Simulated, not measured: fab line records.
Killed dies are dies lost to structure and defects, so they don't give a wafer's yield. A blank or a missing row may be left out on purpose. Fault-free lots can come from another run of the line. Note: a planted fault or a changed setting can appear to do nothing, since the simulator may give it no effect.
fab line records -- flow sky130
[record] lots = 6, wafers = 18, lastDay = 49
route steps=708 shown LI_CONTACT@371 PAD_OPEN@708
lots with no fault: from the same line, run without faults
startH: hours from the record's opening day to when the first of the lot's shown wafers began -- waitH: hours since the lot's step before -- " same as the row above -- L1.1+2: several wafers, shown together as one row -- - no value, or no start was given -- * or withheld: withheld -- < > ~ a bound
route shown NAME@n: names a module that has steps shown in the file, with the first one's number in the route -- usual: the fault-free wafers' mean and standard deviation -- same: alike in all rows -- chamber/n: place in a boat -- sites: the reading at each site -- _std_site: standard deviation across them -- _edge_site: the outer-site mean with the inner-site mean subtracted -- radiusMm: how far each site lies from the wafer's centre -- mask NAME#n: copy n -- behind: the last tool/chamber to shape the wafer -- hold: the reason the lot was held/the length of the hold in hours/how it ended -- device: whichever transistor did not switch (one of n, p or np) -- end of line: at the end of the route, the tests of the same wafers -- a step given without rows: its recipe and nothing more -- killed: the dies lost at the first sort to structure and to defects; this is not the yield of the wafer -- map: per-die view of a wafer (x killed, . not killed, _ where there is no die)
set.NAME: the run value of the setting; set.NAME@STEP: its run value at that earlier step -- model.NAME: the simulator's own value behind a step, which no gauge read
lots at selected steps of the route; one table per step, one row per wafer
services: a tool's chamber out of use, with start hour (startH, from the record's first day; less than 0 if before it), hours out, and reason
[[steps]]
[step SKY_LI_CONTACT_EXPOSE_09]
[recipe] maskId = LICM1, na = 0.8, sourceShape = annular, sigmaInner = 0.55, sigmaOuter = 0.85, targetCdNm = 170, doseMj = 38
[step SKY_LI_CONTACT_PEB_10]
[recipe] pebTempC = withheld, pebTimeS = withheld, resist = KrF-thick
[step SKY_LI_CONTACT_DEVELOP_11]
[recipe] developTimeS = 60, resist = KrF-thick, devTempC = 21
[step SKY_LI_CONTACT_CD_MEAS_12]
[recipe] targetCdNm = 170
[usual] cdNm = 169.8/1.2
lot.wafer,tool,chamber,startH,waitH,cdNm
L157.3,cdSem-01,-,672.47,-,168.8
L157.4,cdSem-01,-,672.47,-,168.8
L157.5,cdSem-01,-,672.47,-,169.2
L158.1,cdSem-02,-,685.42,-,169.4
L158.5,cdSem-02,-,685.42,-,169.9
L158.6,cdSem-02,-,685.42,-,168.6
L160.1,cdSem-02,-,705.47,-,170.5
L160.2,cdSem-02,-,705.47,-,171.2
L160.6,cdSem-02,-,705.47,-,168.3
L163.2,cdSem-02,-,735.38,-,170.4
L163.4,cdSem-02,-,735.38,-,170.6
L163.6,cdSem-02,-,735.38,-,168.8
L175.2,cdSem-02,-,821.28,-,168.1
L175.3,cdSem-02,-,821.28,-,168.8
L175.4,cdSem-02,-,821.28,-,168.8
L177.1,cdSem-01,-,835.27,-,168.3
L177.2,cdSem-01,-,835.27,-,169.0
L177.4,cdSem-01,-,835.27,-,168.2
[step SKY_LI_CONTACT_OVL_MEAS_13]
[usual] LI_CONTACT_OVL = 0/5.7
lot.wafer,tool,chamber,startH,waitH,LI_CONTACT_OVL[nm]
L157.3,overlay-01,-,672.56,0.1,-3
L157.4,overlay-01,-,672.56,0.1,0
L157.5,overlay-01,-,672.56,0.1,1
L158.1,overlay-02,-,685.54,0.1,5
L158.5,overlay-02,-,685.54,0.1,8
L158.6,overlay-02,-,685.54,0.1,3
L160.1,overlay-02,-,705.59,0.1,10
L160.2,overlay-02,-,705.59,0.1,7
L160.6,overlay-02,-,705.59,0.1,-1
L163.2,overlay-02,-,735.49,0.1,-15
L163.4,overlay-02,-,735.49,0.1,-10
L163.6,overlay-02,-,735.49,0.1,-11
L175.2,overlay-01,-,821.39,0.1,-2
L175.3,overlay-01,-,821.39,0.1,0
L175.4,overlay-01,-,821.39,0.1,7
L177.1,overlay-02,-,835.39,0.1,-3
L177.2,overlay-02,-,835.39,0.1,-1
L177.4,overlay-02,-,835.39,0.1,-1
[step SKY_LI_CONTACT_ETCH_14]
[recipe] chemistry = N2/H2, target = BARC, ionEnergyEv = 200, sourceW = 500, biasW = 100, pressureMtorr = 30, n2FlowSccm = 100, h2FlowSccm = 200, stopOn = SiO2, timeS = 45.9, targetDepthA = 600
[usual] drypumpMotorCurrentA = 5.8/0.31, oesProductAu = 0.854/0.0045, throttleValvePct = 13.225/0.0092
lot.wafer,tool,chamber,startH,waitH,drypumpMotorCurrentA,oesProductAu,rfHoursCounterH,throttleValvePct
L157.3,rieDiel-01,2,672.59,0.0,5.4,0.864,8,13.241
L157.4,rieDiel-01,0,672.59,0.0,6.2,0.857,55,13.220
L157.5,rieDiel-01,2,672.59,0.0,5.4,0.850,-,13.217
L158.1,rieDiel-02,0,685.58,0.0,5.7,0.853,0,13.217
L158.5,rieDiel-02,3,685.58,0.0,5.7,0.857,-,13.205
L158.6,rieDiel-02,0,685.58,0.0,5.7,0.863,-,13.239
L160.1,rieDiel-03,2,705.63,0.0,6.0,0.852,51,13.229
L160.2,rieDiel-03,3,705.63,0.0,5.4,0.849,3,13.213
L160.6,rieDiel-03,3,705.63,0.0,5.4,0.856,-,13.219
L163.2,rieDiel-01,0,735.52,0.0,6.2,0.866,0,13.230
L163.4,rieDiel-01,2,735.52,0.0,5.4,0.856,10,13.234
L163.6,rieDiel-01,2,735.52,0.0,5.4,0.854,-,13.224
L175.2,rieDiel-02,2,821.42,0.0,6.4,0.859,1,13.229
L175.3,rieDiel-02,1,821.42,0.0,5.5,0.852,9,13.218
L175.4,rieDiel-02,3,821.42,0.0,5.7,0.853,4,13.217
L177.1,rieDiel-03,3,835.43,0.0,5.4,0.844,7,13.213
L177.2,rieDiel-03,1,835.43,0.0,5.6,0.850,5,13.228
L177.4,rieDiel-03,2,835.43,0.0,6.0,0.852,3,13.216
[step SKY_LI_CONTACT_ETCH_15]
[recipe] target = PSG, chemistry = C4F8/O2/Ar, stopOn = Si, taperDeg = 4.15, maskMaterial = KrF-thick, sourceW = 1500, biasW = 1200, pressureMtorr = 40, c4f8FlowSccm = withheld, O2_flow_sccm = 6, Ar_flow_sccm = 300, timeS = withheld, targetDepthA = 6000
[usual] oesProductAu = 0.837/0.0046
lot.wafer,tool,chamber,startH,waitH,oesProductAu
L157.3,rieDiel-01,2,672.63,0.0,0.841
L157.4,rieDiel-01,0,672.63,0.0,0.832
L157.5,rieDiel-01,2,672.63,0.0,0.839
L158.1,rieDiel-02,0,685.62,0.0,0.831
L158.5,rieDiel-02,3,685.62,0.0,0.843
L158.6,rieDiel-02,0,685.62,0.0,0.830
L160.1,rieDiel-03,2,705.67,0.0,0.835
L160.2,rieDiel-03,3,705.67,0.0,0.837
L160.6,rieDiel-03,3,705.67,0.0,0.844
L163.2,rieDiel-01,0,735.56,0.0,0.839
L163.4,rieDiel-01,2,735.56,0.0,0.846
L163.6,rieDiel-01,2,735.56,0.0,0.832
L175.2,rieDiel-02,2,821.46,0.0,0.842
L175.3,rieDiel-02,1,821.46,0.0,0.839
L175.4,rieDiel-02,3,821.46,0.0,0.837
L177.1,rieDiel-03,3,835.47,0.0,0.837
L177.2,rieDiel-03,1,835.47,0.0,0.838
L177.4,rieDiel-03,2,835.47,0.0,0.835
[step SKY_LI_CONTACT_STRIP_16]
[recipe] chemistry = O2/N2, powerW = 1400, pressureMtorr = 1500, platenTempC = withheld, o2FlowSccm = 3000, n2FlowSccm = 300, overashFraction = 0.5
[usual] drypumpMotorCurrentA = 5.7/0.82, o2FlowSccm = 2999/9.4, oesProductAu = 0.376/0.0055, stripTimeToEndpointS = 3.50/0.043
lot.wafer,tool,chamber,startH,waitH,drypumpMotorCurrentA,o2FlowSccm,oesProductAu,rfHoursCounterH,stripTimeToEndpointS
L157.3,plasmaAsher-02,0,672.75,-,4.8,2997,0.367,-,3.47
L157.4,plasmaAsher-02,1,672.75,-,5.0,3003,0.373,-,3.54
L157.5,plasmaAsher-02,1,672.75,-,5.1,3001,0.381,-,3.47
L158.1,plasmaAsher-03,1,685.71,-,6.7,2996,0.374,100,3.49
L158.5,plasmaAsher-03,1,685.71,-,6.7,2999,0.376,-,3.51
L158.6,plasmaAsher-03,0,685.71,-,6.4,3002,0.375,-,3.47
L160.1,plasmaAsher-03,0,705.76,-,6.5,3006,0.369,104,3.50
L160.2,plasmaAsher-03,1,705.76,-,6.7,2995,0.379,104,3.53
L160.6,plasmaAsher-03,0,705.76,-,6.5,2996,0.377,-,3.50
L163.2,plasmaAsher-02,1,735.64,-,5.1,3000,0.385,91,3.58
L163.4,plasmaAsher-02,1,735.64,-,5.1,3003,0.363,-,3.48
L163.6,plasmaAsher-02,1,735.64,-,5.1,2992,0.368,-,3.47
L175.2,plasmaAsher-03,1,821.54,-,6.7,2987,0.377,7,3.51
L175.3,plasmaAsher-03,0,821.54,-,6.5,2980,0.382,-,3.58
L175.4,plasmaAsher-03,1,821.54,-,6.7,3002,0.374,-,3.52
L177.1,plasmaAsher-04,0,835.56,-,6.3,2995,0.375,66,3.47
L177.2,plasmaAsher-04,1,835.56,-,4.7,3005,0.374,66,3.43
L177.4,plasmaAsher-04,0,835.56,-,6.4,3005,0.374,-,3.46
[step SKY_LI_CONTACT_CLEAN_17]
[recipe] chemistry = NMP, timeS = 600, tempC = 60, dry = n2Spin
[step SKY_LI_CONTACT_PRE_CLEAN_18]
[recipe] gas = Ar, timeS = 5.6, biasV = 358
[step SKY_LI_CONTACT_SPUTTER_19]
[recipe] material = Ti, targetThkNm = 20, chamberPressurePa = 5, powerW = 2500, substrateTempC = 200, timeS = 106.37
[step SKY_LI_CONTACT_SPUTTER_20]
[recipe] material = TiN, targetThkNm = 20, chamberPressurePa = 5, powerW = 4000, timeS = 80
[usual] throttleValvePct = 29.2/0.93
lot.wafer,tool,chamber,startH,waitH,throttleValvePct
L157.3,pvdSputter-01,-,673.09,0.0,29.6
L157.4,pvdSputter-01,-,673.09,0.0,28.8
L157.5,pvdSputter-01,-,673.09,0.0,30.0
L158.1,pvdSputter-01,-,686.08,0.0,29.0
L158.5,pvdSputter-01,-,686.08,0.0,29.0
L158.6,pvdSputter-01,-,686.08,0.0,29.5
L160.1,pvdSputter-02,-,706.13,0.0,29.5
L160.2,pvdSputter-02,-,706.13,0.0,27.6
L160.6,pvdSputter-02,-,706.13,0.0,29.5
L163.2,pvdSputter-04,-,736.01,0.0,27.4
L163.4,pvdSputter-04,-,736.01,0.0,29.1
L163.6,pvdSputter-04,-,736.01,0.0,28.7
L175.2,pvdSputter-01,-,821.91,0.0,30.5
L175.3,pvdSputter-01,-,821.91,0.0,29.6
L175.4,pvdSputter-01,-,821.91,0.0,28.9
L177.1,pvdSputter-04,-,836.10,0.0,30.1
L177.2,pvdSputter-04,-,836.10,0.0,27.4
L177.4,pvdSputter-04,-,836.10,0.0,28.8
[step SKY_LI_CONTACT_CVD_21]
[recipe] material = W, targetThkNm = 400, timeS = 120.56, tempC = 400, pressureTorr = 40
[usual] chamberPressureTorr = 39.99/0.082, heaterPowerW = 828/59
lot.wafer,tool,chamber,startH,waitH,chamberPressureTorr,heaterPowerW,model.W_of_LI_CONTACT_CVD_21.thkNm
L157.3,cvdW-01,1,673.19,0.1,39.87,814,395.7
L157.4,cvdW-01,0,673.19,0.1,39.97,758,395.4
L157.5,cvdW-01,0,673.19,0.1,39.91,733,393.5
L158.1,cvdW-01,1,686.14,0.0,40.05,805,394.9
L158.5,cvdW-01,1,686.14,0.0,40.00,794,395.5
L158.6,cvdW-01,0,686.14,0.0,40.03,745,398.2
L160.1,cvdW-01,1,706.19,0.0,40.16,800,395.3
L160.2,cvdW-01,0,706.19,0.0,39.98,740,393.9
L160.6,cvdW-01,1,706.19,0.0,40.16,807,398.2
L163.2,cvdW-02,1,736.07,0.0,40.04,880,390.1
L163.4,cvdW-02,0,736.07,0.0,39.97,876,389.1
L163.6,cvdW-02,0,736.07,0.0,39.96,895,393.1
L175.2,cvdW-01,1,821.97,0.0,40.02,807,400.7
L175.3,cvdW-01,1,821.97,0.0,39.97,811,399.9
L175.4,cvdW-01,0,821.97,0.0,49.94,746,441.9
L177.1,cvdW-01,0,836.17,0.0,49.99,761,440.7
L177.2,cvdW-01,1,836.17,0.0,40.09,806,392.5
L177.4,cvdW-01,0,836.17,0.0,50.05,726,438.8
[step SKY_LI_CONTACT_RS_MEAS_22]
[recipe] thkMeasGauge = four-point-probe, reads = W_of_LI_CONTACT_CVD_21+TiN_of_LI_CONTACT_SPUTTER_20+Ti_of_LI_CONTACT_SPUTTER_19
[usual] LI_CONTACT_W_RS = 0.285/0.0058
lot.wafer,tool,chamber,startH,waitH,LI_CONTACT_W_RS[ohm/sq]
L157.3,filmMetro-01,-,673.31,0.1,0.288
L157.4,filmMetro-01,-,673.31,0.1,0.288
L157.5,filmMetro-01,-,673.31,0.1,0.289
L158.1,filmMetro-01,-,686.26,0.1,0.288
L158.5,filmMetro-01,-,686.26,0.1,0.288
L158.6,filmMetro-01,-,686.26,0.1,0.286
L160.1,filmMetro-03,-,706.31,0.1,0.288
L160.2,filmMetro-03,-,706.31,0.1,0.289
L160.6,filmMetro-03,-,706.31,0.1,0.286
L163.2,filmMetro-03,-,736.22,0.1,0.292
L163.4,filmMetro-03,-,736.22,0.1,0.293
L163.6,filmMetro-03,-,736.22,0.1,0.289
L175.2,filmMetro-01,-,822.12,0.1,0.284
L175.3,filmMetro-01,-,822.12,0.1,0.285
L175.4,filmMetro-01,-,822.12,0.1,0.258
L177.1,filmMetro-01,-,836.29,0.1,0.259
L177.2,filmMetro-01,-,836.29,0.1,0.290
L177.4,filmMetro-01,-,836.29,0.1,0.259
[step SKY_LI_CONTACT_THK_MEAS_23]
[recipe] thkMeasGauge = xrf, reads = W_of_LI_CONTACT_CVD_21
[usual] LI_CONTACT_W_THK = 382/8.7
lot.wafer,tool,chamber,startH,waitH,LI_CONTACT_W_THK[nm]
L157.3,filmMetro-01,-,673.41,0.1,376
L157.4,filmMetro-01,-,673.41,0.1,377
L157.5,filmMetro-01,-,673.41,0.1,374
L158.1,filmMetro-01,-,686.38,0.1,373
L158.5,filmMetro-01,-,686.38,0.1,373
L158.6,filmMetro-01,-,686.38,0.1,378
L160.1,filmMetro-03,-,706.43,0.1,378
L160.2,filmMetro-03,-,706.43,0.1,377
L160.6,filmMetro-03,-,706.43,0.1,382
L163.2,filmMetro-03,-,736.33,0.1,375
L163.4,filmMetro-03,-,736.33,0.1,373
L163.6,filmMetro-03,-,736.33,0.1,374
L175.2,filmMetro-01,-,822.23,0.1,388
L175.3,filmMetro-01,-,822.23,0.1,381
L175.4,filmMetro-01,-,822.23,0.1,423
L177.1,filmMetro-01,-,836.41,0.1,422
L177.2,filmMetro-01,-,836.41,0.1,380
L177.4,filmMetro-01,-,836.41,0.1,422
[step SKY_LI_CONTACT_CMP_24]
[recipe] stopOn = PSG, tOverpolishS = 20, downForcePsi = 3.5, platenRpm = 60, targetThkNm = 0, padVelocityMS = 0.94248
[usual] edgeZonePressureFrac = 1.000/0.0054, motorCurrentA = 10.9/1.1, platenRpm = 60.01/0.047, timeToEndpointS = 96/5.1
lot.wafer,tool,chamber,startH,waitH,edgeZonePressureFrac,motorCurrentA,platenRpm,timeToEndpointS
L157.3,cmp-01,1,673.45,0.0,0.998,11.5,60.03,92
L157.4,cmp-01,2,673.45,0.0,1.002,11.0,60.08,101
L157.5,cmp-01,2,673.45,0.0,1.006,11.0,60.04,97
L158.1,cmp-01,1,686.44,0.1,1.005,11.9,60.09,89
L158.6,cmp-01,1,686.44,0.1,1.010,12.1,60.12,92
L158.5,cmp-01,2,686.44,0.1,0.994,11.3,59.98,99
L160.1,cmp-01,3,706.54,0.1,1.011,10.1,60.03,94
L160.2,cmp-01,0,706.54,0.1,1.004,9.9,59.95,93
L160.6,cmp-01,2,706.54,0.1,0.999,11.6,59.98,98
L163.4,cmp-01,1,736.56,0.2,0.998,11.9,60.02,88
L163.2,cmp-01,0,736.56,0.2,1.012,10.3,59.98,90
L163.6,cmp-01,2,736.56,0.2,0.992,11.7,60.02,97
L175.4,cmp-02,2,822.28,0.0,0.996,12.1,59.95,115
L175.3,cmp-02,3,822.28,0.0,1.006,12.1,60.01,94
L175.2,cmp-02,1,822.28,0.0,1.003,11.6,59.98,100
L177.1,cmp-01,0,836.52,0.1,1.003,9.9,59.89,97
L177.4,cmp-01,1,836.52,0.1,1.005,12.2,59.97,97
L177.2,cmp-01,2,836.52,0.1,1.001,11.2,59.94,99
[step SKY_PAD_OPEN_PROBE_99]
[usual] killed_at_M0_to_M3 = 42/7, killed_at_M4_up = 2.8/1.8, killedAtContacts = 24/5.8, killedAtFrontEnd = 15/4.8, killedAtOther = 0.3/0.56, killedDies = 84/11, killedOnRim = 17/4.2, killedOpen = 46/7.8, killedShort = 38/6.3
[same] grossDies = 492, killedAtBackSide = 0
lot.wafer,tool,chamber,startH,waitH,killed_at_M0_to_M3,killed_at_M4_up,killedAtContacts,killedAtFrontEnd,killedAtOther,killedDies,killedOnRim,killedOpen,killedShort
L163.2,prober-01,-,1119.44,0.1,42,5,25,12,0,84,18,47,37
L163.4,prober-01,-,1119.54,0.2,45,2,30,15,1,93,22,51,42
L163.6,prober-01,-,1119.64,0.2,42,1,23,18,0,84,27,39,45
L175.2,prober-01,-,1177.57,0.1,50,0,25,16,0,91,21,57,34
L175.3,prober-01,-,1177.62,0.2,43,2,37,22,1,105,23,60,45
L175.4,prober-01,-,1177.67,0.2,33,3,23,11,0,70,11,45,25
L177.1,prober-01,-,1187.21,0.1,44,4,16,4,0,68,8,34,34
L177.2,prober-01,-,1187.26,0.1,30,1,16,17,0,64,13,27,37
L177.4,prober-01,-,1187.36,0.2,43,2,27,15,0,87,20,53,34
// killed by level:class
L163.2 CONTACT:geometricParticle:open=10 METAL1:geometricParticle:short=8 VIA1:geometricParticle:open=8 LI_CONTACT:geometricParticle:open=6 VIA2:geometricParticle:open=6 CONTACT:geometricParticle:short=5 VIA3:geometricParticle:open=5 POLY_GATE:geometricParticle:short=4
L163.4 CONTACT:geometricParticle:open=13 VIA1:geometricParticle:open=11 VIA3:geometricParticle:open=11 FIELD_ISO:geometricParticle:short=7 LI_CONTACT:geometricParticle:open=7 CONTACT:geometricParticle:short=7 VIA1:geometricParticle:short=6 VIA2:geometricParticle:short=4
L163.6 CONTACT:geometricParticle:open=10 METAL1:geometricParticle:short=8 POLY_GATE:geometricParticle:short=7 LOCAL_INTERCONNECT:geometricParticle:short=7 VIA3:geometricParticle:short=7 VIA1:geometricParticle:open=6 VIA3:geometricParticle:open=6 FIELD_ISO:geometricParticle:short=5
L175.2 VIA2:geometricParticle:open=13 VIA3:geometricParticle:open=10 LI_CONTACT:geometricParticle:open=9 VIA1:geometricParticle:open=9 CONTACT:geometricParticle:short=7 CONTACT:geometricParticle:open=6 FIELD_ISO:geometricParticle:short=5 METAL1:geometricParticle:short=5
L175.3 CONTACT:geometricParticle:open=15 LI_CONTACT:geometricParticle:open=9 VIA3:geometricParticle:open=8 FIELD_ISO:geometricParticle:short=7 VIA1:geometricParticle:open=7 FIELD_ISO:geometricParticle:open=6 CONTACT:geometricParticle:short=6 METAL1:geometricParticle:short=6
L175.4 CONTACT:geometricParticle:open=12 VIA1:geometricParticle:open=9 VIA3:geometricParticle:open=9 LI_CONTACT:geometricParticle:open=6 METAL2:geometricParticle:short=4 FIELD_ISO:geometricParticle:short=3 POLY_GATE:geometricParticle:open=3 LOCAL_INTERCONNECT:geometricParticle:short=3
L177.1 VIA1:geometricParticle:short=9 VIA1:geometricParticle:open=8 VIA2:geometricParticle:open=8 CONTACT:geometricParticle:open=5 LOCAL_INTERCONNECT:geometricParticle:short=4 METAL2:geometricParticle:short=4 LI_CONTACT:geometricParticle:open=3 CONTACT:geometricParticle:short=3
L177.2 METAL2:geometricParticle:short=7 POLY_GATE:geometricParticle:open=6 POLY_GATE:geometricParticle:short=5 VIA1:geometricParticle:open=5 VIA2:geometricParticle:open=5 LI_CONTACT:geometricParticle:short=4 CONTACT:geometricParticle:open=4 LI_CONTACT:geometricParticle:open=3
L177.4 CONTACT:geometricParticle:open=12 VIA1:geometricParticle:open=10 VIA2:geometricParticle:open=9 LI_CONTACT:geometricParticle:open=8 METAL1:geometricParticle:short=8 POLY_GATE:geometricParticle:short=7 VIA3:geometricParticle:open=4 POLY_GATE:geometricParticle:open=3
[[services]]
tool,chamber,startH,hours,kind
cvdW-01,-,651.79,2.8,pm
rieDiel-02,1,655.63,4.6,repair
rieDiel-01,0,684.13,2.4,repair
cmp-01,-,688.33,5.2,repair
rieDiel-02,-,697.52,0.8,repair
pvdSputter-01,-,715.04,0.6,repair
rieDiel-02,1,720.77,2.6,repair
rieDiel-02,3,721.18,6.8,repair
rieDiel-02,3,730.48,6.7,repair
pvdSputter-01,-,731.53,3.0,repair
plasmaAsher-03,-,733.75,9.0,pm
cmp-01,-,745.77,4.0,pm
rieDiel-01,2,749.32,10.4,repair
rieDiel-01,-,759.41,0.7,repair
rieDiel-01,2,759.84,1.7,repair
rieDiel-01,1,767.06,5.5,repair
pvdSputter-01,-,789.07,3.5,repair
cmp-01,-,797.44,0.8,repair
rieDiel-01,-,803.53,0.2,repair
cmp-01,-,804.26,29.0,repair
plasmaAsher-03,-,806.11,4.6,repair
rieDiel-02,3,806.26,4.5,repair
cmp-01,-,822.05,5.3,repair
pvdSputter-01,-,830.68,1.8,repair
[[key]]
[firstSign] step = SKY_LI_CONTACT_CVD_21, reading = chamberPressureTorr, direction = up, sigmas = 99+, usual = 39.99, struck = 49.99
[effect] step = SKY_LI_CONTACT_RS_MEAS_22, reading = LI_CONTACT_W_RS, direction = down, sigmas = 4.6, usual = 0.285, struck = 0.259
[effect] step = SKY_LI_CONTACT_THK_MEAS_23, reading = LI_CONTACT_W_THK, direction = up, sigmas = 4.6, usual = 382, struck = 422
[modelEffect] step = SKY_LI_CONTACT_CVD_21, value = W_of_LI_CONTACT_CVD_21.thkNm, without = 393.6, struck = 440.5
metAt SKY_LI_CONTACT_CVD_21
struckWafers L175.4,L177.1,L177.4
testerLeftOut L175,L177
onsetBetween 706.19 821.97
[fault] kind = processParameterDrift, tool = cvdW-01, chamber = 0, onsetH = 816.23, steps = SKY_LI_CONTACT_CVD_21, channel = pressureTorr, offset = 9.9746, shape = step, endH = 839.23, actsIn = theseRecipesOnly, stated = 40
// testerLeftOut: of these lots the tester's yield and bins aren't shown, on N5 and GAA mostly nor the transistor test; their killed dies are dies lost to structure and defects alone, not to doping, threshold or leakage, so they don't give the yield
